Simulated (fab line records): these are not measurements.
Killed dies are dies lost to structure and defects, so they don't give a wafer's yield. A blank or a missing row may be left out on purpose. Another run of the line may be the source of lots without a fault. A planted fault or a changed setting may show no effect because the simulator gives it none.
Which tool was responsible? | flow sky130 | 14 lots, 42 wafers sampled, at 3 steps of a route of 708

WHAT THE GAUGES SHOWED, per wafer
SKY_POLY_GATE_CD_MEAS_13: target cd 150 nm.
lot  | measured     | on        | cd nm (nm)
L213 | day 16 04:05 | cd sem-01 | 149.6 147.4 148.3
L214 | day 16 15:16 | cd sem-02 | 150.1 150.8 152.0
L215 | day 17 04:31 | cd sem-02 | 151.1 150.9 151.7
L217 | day 17 14:23 | cd sem-01 | 149.5 149.8 150.2
L218 | day 17 21:01 | cd sem-01 | 150.1 149.9 150.4
L219 | day 18 17:58 | cd sem-01 | 150.3 148.4 149.7
L220 | day 19 14:02 | cd sem-02 | 149.4 150.1 149.2
L223 | day 21 01:04 | cd sem-01 | 150.2 151.7 150.8
L227 | day 21 21:09 | cd sem-01 | 151.1 151.4 150.2
L229 | day 22 18:11 | cd sem-02 | 148.5 147.8 147.8
L230 | day 23 04:56 | cd sem-02 | 148.3 148.5 147.0
L231 | day 23 06:21 | cd sem-02 | 148.4 149.0 147.8
L233 | day 24 01:04 | cd sem-01 | 150.7 152.3 151.3
L236 | day 24 14:46 | cd sem-02 | 149.2 150.5 151.8

SKY_SD_P_CD_MEAS_07: target cd 380 nm.
lot  | measured     | on        | cd nm (nm)
L213 | day 25 03:28 | cd sem-02 | 378.6 380.1 379.3
L214 | day 25 21:14 | cd sem-02 | 381.5 385.3 383.0
L215 | day 26 04:36 | cd sem-01 | 379.0 378.1 379.2
L217 | day 26 14:13 | cd sem-01 | 384.7 382.3 386.4
L218 | day 26 22:30 | cd sem-01 | 379.3 379.0 379.3
L219 | day 27 18:33 | cd sem-01 | 374.1 373.3 371.7
L220 | day 28 11:33 | cd sem-01 | 382.5 383.3 379.9
L223 | day 29 19:58 | cd sem-02 | 375.7 376.0 375.0
L227 | day 30 13:26 | cd sem-01 | 377.8 378.2 381.9
L229 | day 31 10:00 | cd sem-01 | 379.6 377.5 377.8
L230 | day 31 19:29 | cd sem-01 | 379.8 379.7 379.9
L231 | day 31 20:07 | cd sem-01 | 381.7 382.4 381.2
L233 | day 32 13:26 | cd sem-01 | 379.5 378.2 380.0
L236 | day 33 00:38 | cd sem-01 | 383.0 382.0 381.6

WHAT TOOL EACH LOT RAN ON (gives the tool, then ch and the chambers of the sampled wafers, and finally the start)
lot  | SKY_FIELD_ISO_WET_ETCH_21
L213 | wet bench-03 ch 3, day 2 06:56
L214 | wet bench-03 ch 3, day 2 10:32
L215 | wet bench-04 ch 2, day 2 15:46
L217 | wet bench-04 ch 0, day 3 01:45
L218 | wet bench-01 ch 0, day 3 08:53
L219 | wet bench-03 ch 1, day 3 15:28
L220 | wet bench-04 ch 3, day 3 20:32
L223 | wet bench-04 ch 1, day 4 09:05
L227 | wet bench-04 ch 0, day 5 05:42
L229 | wet bench-01 ch 0, day 5 14:50
L230 | wet bench-04 ch 3, day 6 01:56
L231 | wet bench-03 ch 1, day 6 06:53
L233 | wet bench-03 ch 1, day 6 16:46
L236 | wet bench-04 ch 2, day 7 05:53
- SKY_FIELD_ISO_WET_ETCH_21: etches SiO2 in dHF, target depth 20 nm, time 400 s.

WHAT THE TOOLS THEMSELVES READ (means of the sampled wafers that have a number; where no wafer has one, the mark that the record gives instead)
SKY_FIELD_ISO_WET_ETCH_21.
lot  | tool         | bath heat duty pct (%) | run length s (s)
L213 | wet bench-03 | 6.5                    | 434
L214 | wet bench-03 | 6.9                    | 433
L215 | wet bench-04 | 5.0                    | 435
L217 | wet bench-04 | 6.8                    | 433
L218 | wet bench-01 | -                      | -
L219 | wet bench-03 | -                      | -
L220 | wet bench-04 | -                      | -
L223 | wet bench-04 | 5.2                    | 427
L227 | wet bench-04 | 6.4                    | 433
L229 | wet bench-01 | 7.9                    | 423
L230 | wet bench-04 | 5.5                    | 425
L231 | wet bench-03 | 7.7                    | 428
L233 | wet bench-03 | 6.9                    | 427
L236 | wet bench-04 | 5.2                    | 426

THE ANSWER, worked out from the rows above alone
Rule: the lots themselves supply what counts as usual. The widest of any qualifying gaps counts: lots, ordered by their means at a reading, are off when they make up no more than a third of the lots, leave a main group of 4 or more, and stand apart from it by 3 or more times the standard deviation of that group's means. If all means in a main group match to the digits the tables above print for the reading, that group is not used. Also off: a lot with no number at a reading for which 4 or more lots have one. Where the step has rows for the other lots, those lots are counted as sound. First the gauges in route order, then the tools' own readings, where a lot's mean is used as printed above. At the first step where some lot is off, the reading lying furthest off is the one used; lots without a number count as furthest.
Off: L218, L219, L220, at SKY_FIELD_ISO_WET_ETCH_21 (bath heat duty pct). Without a number there: L218, L219, L220. For the main group the mean is 6.4 % and the standard deviation 0.97.
If a tool, at that step or one of the process steps before it, ran each lot that is off and ran no sound lot following the first of them, it fits. No candidate that was tried fits.

WHAT THE SIMULATOR HAD INSERTED
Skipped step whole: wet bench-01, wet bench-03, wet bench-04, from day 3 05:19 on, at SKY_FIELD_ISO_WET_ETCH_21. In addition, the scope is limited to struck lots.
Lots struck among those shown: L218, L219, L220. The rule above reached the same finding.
